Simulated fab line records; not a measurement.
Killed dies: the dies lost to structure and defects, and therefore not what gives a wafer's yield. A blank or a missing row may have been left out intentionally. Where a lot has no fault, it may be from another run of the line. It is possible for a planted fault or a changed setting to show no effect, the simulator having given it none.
A single fault, viewed from 2 desks    flow gf180mcu    every desk sees just its own numbers, and what lay behind them comes last

FOR THE TOOL OWNER'S DESK: rieSi-02
The tool's own readings at GF_POLY_GATE_ETCH_13 (etches poly-Si in HBr/Cl2, stops on SiO2, target depth 198.5 nm, time 69.6 s): means of the sampled wafers that have a number, for each lot that ran on this tool. A lot is out of limits, marked OUT, if its mean lies more than 4 standard deviations from the usual mean; the brackets give that distance.
Columns: A = drypumpMotorCurrentA at GF_POLY_GATE_ETCH_13, usual 6.1 A; B = oesProductAu at GF_POLY_GATE_ETCH_13, usual 0.987 a.u.; C = throttleValvePct at GF_POLY_GATE_ETCH_13, usual 33.683 %
lot   first seen here  A    B      C
L809  day 10 01:17     6.3  0.988  33.682
L812  day 11 05:56     6.0  0.992  33.681
L820  day 13 05:46     6.4  0.999  33.674
L822  day 13 17:52     6.2  0.994  33.684
This desk's verdict: no lot among the 4 shows anything out of limits.

FROM THE METROLOGY DESK
What the gauges read for every lot (on any tool): the sampled wafers with a number, averaged. A lot is out of limits, marked OUT, if its mean lies more than 4 standard deviations from the usual mean; the brackets give that distance.
Columns: A = POLY_GATE_CVD_00_THK at GF_POLY_GATE_THK_MEAS_01, usual 199.3 nm; B = cdNm at GF_POLY_GATE_CD_MEAS_10, usual 280.0 nm; C = POLY_GATE_OVL at GF_POLY_GATE_OVL_MEAS_11, usual -2 nm
lot   first seen here  A      B      C
L809  day 9 07:39      198.7  279.6  -9
L812  day 10 13:05     198.9  279.0  -4
L820  day 12 10:50     197.7  282.0  -4
L821  day 12 14:50     202.7  280.1  -6
L822  day 12 22:02     197.1  279.0  -1
L826  day 14 00:35     200.2  279.9  -3
This desk's verdict: no lot among the 6 shows anything out of limits.

ALL TOGETHER
The tool owner's desk saw nothing out of limits.
Nothing out of limits was seen by the metrology desk.

WHAT HAD BEEN PUT IN BY THE SIMULATOR
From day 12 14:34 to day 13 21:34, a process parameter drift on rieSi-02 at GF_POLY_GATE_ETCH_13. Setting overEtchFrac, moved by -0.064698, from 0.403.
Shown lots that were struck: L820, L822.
